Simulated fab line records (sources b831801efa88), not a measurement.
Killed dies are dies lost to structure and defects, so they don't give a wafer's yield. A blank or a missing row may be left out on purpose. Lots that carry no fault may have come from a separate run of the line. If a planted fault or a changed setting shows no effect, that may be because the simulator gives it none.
fab line records ; flow sky130
[record] lots = 6; wafers = 18; last-day = 49
route steps=708 shown METAL2@490 PAD_OPEN@708
lots that met no fault: taken from a fault-free run of the same line
start-h: hours from the record's opening day to when the first of the lot's shown wafers began ; wait-h: time in hours since the lot's previous step ; " unchanged from the row above ; L1.1+2: a single row standing in for several wafers ; - no value, or no start given ; * or withheld: withheld ; < > ~ a bound
route shown NAME@n: a module of which the file shows steps, and the number in the route of the first ; usual: mean/standard deviation of fault-free wafers ; same: alike in all rows ; chamber/n: place in a boat ; sites: each site's reading ; _std_site: the standard deviation of these ; _edge_site: inner sites' mean taken away from outer sites' mean ; radius-mm: how far each site lies from the wafer's centre ; mask NAME#n: copy n ; behind: tool/chamber where the wafer was last shaped ; hold: what put the lot on hold/how long, in hours/how the hold closed ; device: the transistor (n, p or np) that didn't switch ; end of line: the same wafers' tests at the end of the route ; a step with no rows: only its recipe ; killed: count of dies lost to structure and defects at first sort (not the wafer's yield) ; map: a wafer's dies, x killed, . not, _ none there
set.NAME: setting as actually run; set.NAME@STEP: the setting as run at that earlier step ; model.NAME: the simulator's own value behind a step, which no gauge read
lots at selected steps of the route; one table per step, one row per wafer
services: a tool's chamber out of use, with start hour (start-h, from the record's first day; less than 0 if before it), hours out, and reason
[[steps]]
[step SKY_METAL2_DEHYDRATE_07]
[recipe] temp-c = 200; time-s = 60
[step SKY_METAL2_HMDS_08]
[recipe] prime-time-s = 60; prime-temp-c = 120
[step SKY_METAL2_COAT_09]
[recipe] resist = BARC; temp-c = withheld; time-s = withheld; spin-rpm = 3000; resist-thk-nm = 60
[step SKY_METAL2_COAT_10]
[recipe] resist = KrF-thick; spin-rpm = 3000; resist-thk-nm = 450
[step SKY_METAL2_SOFTBAKE_11]
[recipe] temp-c = 100; time-s = 90; resist = KrF-thick
[step SKY_METAL2_EXPOSE_12]
[recipe] mask-id = MM2; na = 0.8; source-shape = annular; sigma-inner = 0.55; sigma-outer = 0.85; target-cd-nm = 140; dose-mj = 28
[step SKY_METAL2_PEB_13]
[recipe] peb-temp-c = withheld; peb-time-s = withheld; resist = KrF-thick
[step SKY_METAL2_DEVELOP_14]
[recipe] develop-time-s = 58.39; resist = KrF-thick; dev-temp-c = 21
[step SKY_METAL2_CD_MEAS_15]
[recipe] target-cd-nm = 140
[usual] cd-nm = 139.5/1.7
lot.wafer;tool;chamber;start-h;wait-h;cd-nm
L268.1;cd-sem-01;-;874.52;-;135.3
L268.2;cd-sem-01;-;874.52;-;137.2
L268.5;cd-sem-01;-;874.52;-;138.1
L269.1;cd-sem-02;-;874.87;-;140.0
L269.2;cd-sem-02;-;874.87;-;140.0
L269.3;cd-sem-02;-;874.87;-;140.7
L272.1;cd-sem-02;-;882.18;-;141.9
L272.2;cd-sem-02;-;882.18;-;141.4
L272.4;cd-sem-02;-;882.18;-;141.8
L274.2;cd-sem-01;-;903.70;-;140.4
L274.4;cd-sem-01;-;903.70;-;141.0
L274.6;cd-sem-01;-;903.70;-;139.4
L283.1;cd-sem-01;-;959.88;-;141.6
L283.4;cd-sem-01;-;959.88;-;140.8
L283.5;cd-sem-01;-;959.88;-;139.1
L284.4;cd-sem-02;-;968.09;-;139.4
L284.5;cd-sem-02;-;968.09;-;141.8
L284.6;cd-sem-02;-;968.09;-;139.8
[step SKY_METAL2_OVL_MEAS_16]
[usual] METAL2_OVL = -5/5.5
lot.wafer;tool;chamber;start-h;wait-h;METAL2_OVL[nm]
L268.1;overlay-01;-;874.64;0.1;-10
L268.2;overlay-01;-;874.64;0.1;-14
L268.5;overlay-01;-;874.64;0.1;-6
L269.1;overlay-02;-;874.99;0.1;-3
L269.2;overlay-02;-;874.99;0.1;-16
L269.3;overlay-02;-;874.99;0.1;-6
L272.1;overlay-02;-;882.30;0.1;11
L272.2;overlay-02;-;882.30;0.1;-6
L272.4;overlay-02;-;882.30;0.1;-3
L274.2;overlay-01;-;903.81;0.1;-3
L274.4;overlay-01;-;903.81;0.1;-2
L274.6;overlay-01;-;903.81;0.1;-3
L283.1;overlay-02;-;960.00;0.1;0
L283.4;overlay-02;-;960.00;0.1;2
L283.5;overlay-02;-;960.00;0.1;-2
L284.4;overlay-02;-;968.17;0.1;-14
L284.5;overlay-02;-;968.17;0.1;-1
L284.6;overlay-02;-;968.17;0.1;-17
[step SKY_METAL2_DESCUM_17]
[recipe] chemistry = O2; source-power-w = 150; bias-power-w = 0; pressure-mtorr = 10; temp-c = 40; time-s = 8
[usual] drypump-motor-current-A = 5.98/0.29; oes-product-au = 1.007/0.0076; rf-fwd-power-W = 147.1/0.75; temp-c = 39.99/0.1
[same] time-s = 8
lot.wafer;tool;chamber;start-h;wait-h;drypump-motor-current-A;oes-product-au;rf-fwd-power-W;rf-hours-counter-h;temp-c
L268.1;rie-metal-01;1;874.67;0.0;5.49;0.996;146.6;3;39.87
L268.2;rie-metal-01;0;874.67;0.0;6.03;0.995;147.8;15;39.83
L268.5;rie-metal-01;0;874.67;0.0;6.06;1.005;148.2;-;39.88
L269.1;rie-metal-03;0;875.02;0.0;6.25;1.015;147.1;4;40.09
L269.2;rie-metal-03;1;875.02;0.0;5.93;1.006;146.0;12;40.17
L269.3;rie-metal-03;0;875.02;0.0;6.25;1.016;147.4;-;40.09
L272.1;rie-metal-02;0;882.34;0.0;6.29;1.015;146.8;14;40.09
L272.2;rie-metal-02;1;882.34;0.0;5.70;1.006;147.5;8;39.98
L272.4;rie-metal-02;0;882.34;0.0;6.31;1.012;146.9;-;40.03
L274.2;rie-metal-03;1;903.84;0.0;5.93;0.999;147.1;13;40.13
L274.4;rie-metal-03;1;903.84;0.0;5.94;1.015;146.4;-;39.95
L274.6;rie-metal-03;1;903.84;0.0;5.95;1.008;146.2;-;40.06
L283.1;rie-metal-02;1;960.04;0.0;5.68;1.007;148.4;12;40.14
L283.4;rie-metal-02;0;960.04;0.0;6.25;1.017;146.2;-;40.04
L283.5;rie-metal-02;1;960.04;0.0;5.68;1.009;147.8;-;39.98
L284.4;rie-metal-02;1;968.20;0.0;5.67;1.015;147.4;-;40.17
L284.5;rie-metal-02;0;968.20;0.0;6.30;1.009;147.0;-;39.96
L284.6;rie-metal-02;1;968.20;0.0;5.67;1.007;147.2;-;40.07
[step SKY_METAL2_ETCH_18]
[recipe] chemistry = N2/H2; target = BARC; ion-energy-ev = 200; bias-w = 100; pressure-mtorr = 30; n2-flow-sccm = 100; h2-flow-sccm = 200; icp-w = 500; stop-on = SiO2; time-s = 45.9; target-depth-a = 600
[usual] bias-w = 100.0/0.31; drypump-motor-current-A = 5.98/0.29; oes-product-au = 0.854/0.0048; rf-fwd-power-W = 495.1/2; throttle-valve-pct = 13.225/0.0093
[same] time-s = 45.9
lot.wafer;tool;chamber;start-h;wait-h;bias-w;drypump-motor-current-A;oes-product-au;rf-fwd-power-W;rf-hours-counter-h;throttle-valve-pct
L268.1;rie-metal-01;1;874.70;0.0;100.1;5.48;0.850;488.3;3;13.233
L268.2;rie-metal-01;0;874.70;0.0;99.8;5.99;0.851;494.4;15;13.238
L268.5;rie-metal-01;0;874.70;0.0;100.0;6.00;0.862;495.5;-;13.228
L269.1;rie-metal-03;0;875.05;0.0;100.2;6.24;0.853;494.0;4;13.224
L269.2;rie-metal-03;1;875.05;0.0;100.4;5.98;0.854;497.5;12;13.218
L269.3;rie-metal-03;0;875.05;0.0;99.9;6.25;0.846;495.1;-;13.230
L272.1;rie-metal-02;0;882.37;0.0;100.4;6.31;0.858;496.0;14;13.227
L272.2;rie-metal-02;1;882.37;0.0;100.0;5.69;0.854;498.3;8;13.220
L272.4;rie-metal-02;0;882.37;0.0;100.1;6.32;0.858;494.1;-;13.231
L274.2;rie-metal-03;1;903.87;0.0;99.8;5.95;0.864;492.7;13;13.224
L274.4;rie-metal-03;1;903.87;0.0;100.2;5.92;0.855;492.4;-;13.230
L274.6;rie-metal-03;1;903.87;0.0;99.8;5.94;0.851;494.0;-;13.226
L283.1;rie-metal-02;1;960.07;0.0;100.2;5.70;0.861;495.8;12;13.232
L283.4;rie-metal-02;0;960.07;0.0;100.0;6.36;0.851;493.4;-;13.224
L283.5;rie-metal-02;1;960.07;0.0;100.2;5.70;0.847;495.9;-;13.225
L284.4;rie-metal-02;1;968.24;0.0;99.9;5.70;0.851;497.1;-;13.235
L284.5;rie-metal-02;0;968.24;0.0;100.3;6.29;0.846;494.1;-;13.221
L284.6;rie-metal-02;1;968.24;0.0;99.9;5.70;0.856;496.0;-;13.240
[step SKY_METAL2_METAL_ETCH_19]
[recipe] target-depth-a = 3600; stop-on = SiO2; over-etch-frac = 0.3; time-s = 78; chemistry = Cl2/BCl3; resist-sidewall-deg = 88; pressure-mtorr = 10; icp-w = 900; bias-w = 48.5; Cl2_flow_sccm = 60; bcl3-flow-sccm = 30
[usual] bias-w = 48.48/0.14; drypump-motor-current-A = 5.97/0.29; oes-product-au = 0.855/0.0057; rf-fwd-power-W = 894/3; throttle-valve-pct = 22.264/0.0093
[same] time-s = 78
lot.wafer;tool;chamber;start-h;wait-h;bias-w;drypump-motor-current-A;oes-product-au;rf-fwd-power-W;rf-hours-counter-h;throttle-valve-pct;model.KrF-thick_of_METAL2_COAT_10.thk-nm
L268.1;rie-metal-01;1;874.77;0.0;48.36;5.47;0.854;890;3;22.263;154.1
L268.2;rie-metal-01;0;874.77;0.0;48.47;6.01;0.851;893;15;22.262;160.9
L268.5;rie-metal-01;0;874.77;0.0;48.33;5.96;0.862;890;-;22.257;158.3
L269.1;rie-metal-03;0;875.12;0.0;48.51;6.25;0.853;897;4;22.273;154.7
L269.2;rie-metal-03;1;875.12;0.0;48.57;5.95;0.854;899;12;22.270;157.6
L269.3;rie-metal-03;0;875.12;0.0;48.34;6.26;0.854;896;-;22.255;157.1
L272.1;rie-metal-02;0;882.43;0.0;48.38;6.30;0.867;893;14;22.262;155.3
L272.2;rie-metal-02;1;882.43;0.0;48.63;5.68;0.864;893;8;22.257;156.6
L272.4;rie-metal-02;0;882.43;0.0;48.33;6.31;0.853;895;-;22.268;155.5
L274.2;rie-metal-03;1;903.93;0.0;48.42;5.94;0.848;889;13;22.263;158
L274.4;rie-metal-03;1;903.93;0.0;48.52;5.93;0.842;893;-;22.262;155
L274.6;rie-metal-03;1;903.93;0.0;48.42;5.94;0.863;891;-;22.254;158.8
L283.1;rie-metal-02;1;960.13;0.0;46.13;5.67;0.849;896;12;22.255;157.9
L283.4;rie-metal-02;0;960.13;0.0;46.39;6.29;0.853;893;-;22.252;157.8
L283.5;rie-metal-02;1;960.13;0.0;46.13;5.67;0.844;897;-;22.262;158.6
L284.4;rie-metal-02;1;968.31;0.1;46.17;5.68;0.849;897;-;22.280;160.9
L284.5;rie-metal-02;0;968.31;0.1;46.42;6.33;0.852;896;-;22.259;158
L284.6;rie-metal-02;1;968.31;0.1;46.25;5.67;0.850;898;-;22.261;161.2
[step SKY_METAL2_STRIP_20]
[recipe] chemistry = O2/N2; power-w = 1400; pressure-mtorr = 1500; platen-temp-c = withheld; o2-flow-sccm = 3000; n2-flow-sccm = 300; overash-fraction = 0.5
[usual] drypump-motor-current-A = 6.0/0.34; oes-product-au = 0.341/0.0046; strip-time-to-endpoint-s = 2.66/0.037
lot.wafer;tool;chamber;start-h;wait-h;drypump-motor-current-A;oes-product-au;rf-hours-counter-h;strip-time-to-endpoint-s
L268.1;plasma-asher-03;0;874.86;0.1;5.4;0.344;12;2.64
L268.2;plasma-asher-03;1;874.86;0.1;6.4;0.342;12;2.72
L268.5;plasma-asher-03;0;874.86;0.1;5.5;0.344;-;2.69
L269.1;plasma-asher-02;0;875.21;0.1;6.1;0.344;107;2.64
L269.2;plasma-asher-02;1;875.21;0.1;6.2;0.345;107;2.67
L269.3;plasma-asher-02;0;875.21;0.1;6.1;0.340;-;2.67
L272.1;plasma-asher-02;0;882.52;0.1;6.1;0.340;107;2.67
L272.2;plasma-asher-02;1;882.52;0.1;6.3;0.343;107;2.67
L272.4;plasma-asher-02;0;882.52;0.1;6.1;0.347;-;2.66
L274.2;plasma-asher-01;0;904.02;0.1;6.3;0.345;48;2.69
L274.4;plasma-asher-01;1;904.02;0.1;5.6;0.343;-;2.66
L274.6;plasma-asher-01;1;904.02;0.1;5.6;0.336;-;2.70
L283.1;plasma-asher-01;1;960.22;0.1;5.6;0.347;52;2.68
L283.4;plasma-asher-01;1;960.22;0.1;5.6;0.347;-;2.66
L283.5;plasma-asher-01;1;960.22;0.1;5.6;0.345;-;2.70
L284.4;plasma-asher-03;1;968.41;0.1;6.4;0.342;-;2.74
L284.5;plasma-asher-03;1;968.41;0.1;6.4;0.340;-;2.68
L284.6;plasma-asher-03;0;968.41;0.1;5.5;0.345;-;2.71
[step SKY_PAD_OPEN_PROBE_99]
[usual] defect-limited-yield = 82.1/1.8; killed_at_M0_to_M3 = 45/6.9; killed_at_M4_up = 3.2/1.8; killed-at-contacts = 25/5.3; killed-at-front-end = 16/4.3; killed-at-other = 0.2/0.52; killed-dies = 88/8.7; killed-open = 48/6.5; killed-short = 40/6; sort_bin_3_pad_short = 0.9/0.4; sort_bin_5_function = 10.8/1.5; sort_bin_6_memory = 6.3/1; sort-n-pass = 404/8.7; sort-yield-pct = 82.1/1.8
[same] gross-dies = 492; killed-at-back-side = 0; sort_bin_4_leakage[%] = 0; sort_bin_8_speed[%] = 0
lot.wafer;tool;chamber;start-h;wait-h;defect-limited-yield[%];killed_at_M0_to_M3;killed_at_M4_up;killed-at-contacts;killed-at-front-end;killed-at-other;killed-dies;killed-open;killed-short;sort_bin_3_pad_short[%];sort_bin_5_function[%];sort_bin_6_memory[%];sort-n-pass;sort-yield-pct[%]
L268.1;prober-01;-;1111.33;0.1;82.9;30;3;30;21;0;84;41;41;0.6;10.6;5.9;408;82.9
L268.2;prober-01;-;1111.38;0.1;81.3;45;5;26;16;0;92;54;38;1.6;10.0;7.1;400;81.3
L268.5;prober-01;-;1111.53;0.2;79.9;47;3;33;16;0;99;56;43;0.8;11.8;7.5;393;79.9
L269.1;prober-02;-;1113.18;0.1;80.3;45;5;35;12;0;97;46;51;0.6;13.0;6.1;395;80.3
L269.2;prober-02;-;1113.23;0.1;81.7;49;4;18;19;0;90;54;36;0.6;12.0;5.7;402;81.7
L269.3;prober-02;-;1113.28;0.2;82.7;47;5;20;13;0;85;52;33;0.6;8.9;7.7;407;82.7
L274.2;prober-01;-;1136.68;0.1;80.9;40;6;30;18;0;94;58;36;1.0;12.2;5.9;398;80.9
L274.4;prober-01;-;1136.78;0.2;81.3;54;3;18;17;0;92;55;36;0.4;12.4;5.9;400;81.3
L274.6;prober-01;-;1136.88;0.2;82.7;45;3;17;19;1;85;50;35;0.8;12.0;4.5;407;82.7
L283.1;prober-02;-;1183.05;0.1;81.5;53;3;21;14;0;91;48;43;1.2;11.0;6.3;401;81.5
L283.4;prober-02;-;1183.20;0.2;78.0;50;4;31;20;3;108;53;54;0.6;13.8;7.5;384;78.0
L283.5;prober-02;-;1183.25;0.2;77.2;58;2;25;26;1;112;55;56;1.4;14.2;7.1;380;77.2
L284.4;prober-01;-;1183.59;0.2;81.9;50;3;20;15;1;89;49;39;1.2;9.6;7.3;403;81.9
L284.5;prober-01;-;1183.64;0.2;81.9;48;1;23;17;0;89;44;45;1.2;11.2;5.7;403;81.9
L284.6;prober-01;-;1183.69;0.2;83.5;39;4;29;9;0;81;41;40;0.8;9.6;6.1;411;83.5
// killed by level:class
L268.1 CONTACT:geometric-particle:short=12 CONTACT:geometric-particle:open=8 LI_CONTACT:geometric-particle:open=7 VIA2:geometric-particle:open=7 VIA1:geometric-particle:open=6 POLY_GATE:geometric-particle:short=5 FIELD_ISO:geometric-particle:short=4 VIA3:geometric-particle:open=4
L268.2 CONTACT:geometric-particle:open=12 VIA1:geometric-particle:open=10 VIA2:geometric-particle:open=9 FIELD_ISO:geometric-particle:open=6 VIA3:geometric-particle:open=5 LI_CONTACT:geometric-particle:open=5 CONTACT:geometric-particle:short=5 FIELD_ISO:geometric-particle:short=4
L268.5 CONTACT:geometric-particle:open=10 VIA1:geometric-particle:open=9 LI_CONTACT:geometric-particle:open=8 VIA3:geometric-particle:open=8 LOCAL_INTERCONNECT:geometric-particle:short=6 CONTACT:geometric-particle:short=6 VIA2:geometric-particle:open=5 POLY_GATE:geometric-particle:short=5
L269.1 LI_CONTACT:geometric-particle:open=10 CONTACT:geometric-particle:open=9 VIA1:geometric-particle:short=8 VIA2:geometric-particle:open=7 VIA3:geometric-particle:short=6 VIA3:geometric-particle:open=6 LI_CONTACT:geometric-particle:short=5 CONTACT:geometric-particle:short=5
L269.2 VIA1:geometric-particle:open=15 VIA2:geometric-particle:open=8 VIA1:geometric-particle:short=6 FIELD_ISO:geometric-particle:open=5 VIA3:geometric-particle:open=5 LI_CONTACT:geometric-particle:open=4 CONTACT:geometric-particle:open=4 VIA3:geometric-particle:short=4
L269.3 VIA1:geometric-particle:open=9 CONTACT:geometric-particle:open=9 METAL1:geometric-particle:short=7 VIA2:geometric-particle:open=7 VIA3:geometric-particle:open=6 LI_CONTACT:geometric-particle:open=5 METAL2:geometric-particle:short=5 FIELD_ISO:geometric-particle:open=4
L274.2 VIA1:geometric-particle:open=12 CONTACT:geometric-particle:open=11 LI_CONTACT:geometric-particle:open=8 FIELD_ISO:geometric-particle:open=5 VIA1:geometric-particle:short=5 FIELD_ISO:geometric-particle:short=4 POLY_GATE:geometric-particle:open=4 VIA3:geometric-particle:open=4
L274.4 VIA1:geometric-particle:open=14 VIA3:geometric-particle:open=10 CONTACT:geometric-particle:open=9 VIA2:geometric-particle:open=7 VIA1:geometric-particle:short=6 FIELD_ISO:geometric-particle:short=5 FIELD_ISO:geometric-particle:open=4 POLY_GATE:geometric-particle:short=4
L274.6 VIA1:geometric-particle:open=12 FIELD_ISO:geometric-particle:open=6 VIA2:geometric-particle:open=6 CONTACT:geometric-particle:open=6 METAL1:geometric-particle:short=6 METAL2:geometric-particle:short=6 VIA3:geometric-particle:open=6 LI_CONTACT:geometric-particle:open=4
L283.1 METAL2:geometric-particle:short=13 VIA1:geometric-particle:open=11 VIA3:geometric-particle:open=9 CONTACT:geometric-particle:open=8 LI_CONTACT:geometric-particle:open=7 POLY_GATE:geometric-particle:short=6 METAL1:geometric-particle:short=4 VIA2:geometric-particle:open=4
L283.4 CONTACT:geometric-particle:open=10 CONTACT:geometric-particle:short=9 METAL1:geometric-particle:short=9 VIA1:geometric-particle:open=8 VIA3:geometric-particle:open=8 FIELD_ISO:geometric-particle:short=7 VIA2:geometric-particle:open=6 FIELD_ISO:geometric-particle:open=5
L283.5 VIA1:geometric-particle:open=12 METAL1:geometric-particle:short=11 LI_CONTACT:geometric-particle:open=9 FIELD_ISO:geometric-particle:short=8 CONTACT:geometric-particle:open=7 VIA3:geometric-particle:open=7 FIELD_ISO:geometric-particle:open=6 VIA2:geometric-particle:open=6
L284.4 VIA3:geometric-particle:open=10 CONTACT:geometric-particle:open=9 VIA1:geometric-particle:open=9 VIA3:geometric-particle:short=6 VIA2:geometric-particle:open=6 METAL1:geometric-particle:short=6 POLY_GATE:geometric-particle:open=5 VIA1:geometric-particle:short=5
L284.5 CONTACT:geometric-particle:open=11 METAL2:geometric-particle:short=8 VIA1:geometric-particle:open=7 VIA3:geometric-particle:short=6 POLY_GATE:geometric-particle:short=6 VIA3:geometric-particle:open=6 FIELD_ISO:geometric-particle:open=4 POLY_GATE:geometric-particle:open=4
L284.6 CONTACT:geometric-particle:open=16 METAL2:geometric-particle:short=7 METAL3:geometric-particle:short=6 VIA2:geometric-particle:open=5 LOCAL_INTERCONNECT:geometric-particle:short=5 METAL1:geometric-particle:short=5 VIA3:geometric-particle:open=4 CONTACT:geometric-particle:short=4
[[services]]
tool;chamber;start-h;hours;kind
rie-metal-01;0;857.80;6.0;repair
plasma-asher-02;-;872.38;2.8;repair
plasma-asher-03;-;892.02;2.8;pm
plasma-asher-03;-;897.16;3.2;repair
rie-metal-02;-;904.70;0.1;repair
plasma-asher-01;-;920.76;10.1;pm
rie-metal-03;-;958.82;1.4;repair
plasma-asher-01;-;960.72;0.6;repair
plasma-asher-02;-;965.61;9.3;repair
plasma-asher-01;-;968.31;3.0;repair
[[key]]
[first-sign] step = SKY_METAL2_METAL_ETCH_19; reading = bias-w; direction = down; sigmas = 16; usual = 48.48; struck = 46.25
effect none on later readings
[model-effect] step = SKY_METAL2_METAL_ETCH_19; value = KrF-thick_of_METAL2_COAT_10.thk-nm; without = 154.3; struck = 159.1
met-at SKY_METAL2_METAL_ETCH_19
struck-wafers L283.1,L283.4,L283.5,L284.4,L284.5,L284.6
onset-between 882.43 960.13
[fault] kind = process-parameter-drift; tool = rie-metal-02; chamber = -; onset-h = 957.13; steps = SKY_METAL2_METAL_ETCH_19; channel = bias-w; offset = -2.2719; shape = step; end-h = 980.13; acts-in = these-recipes-only; stated = 48.5
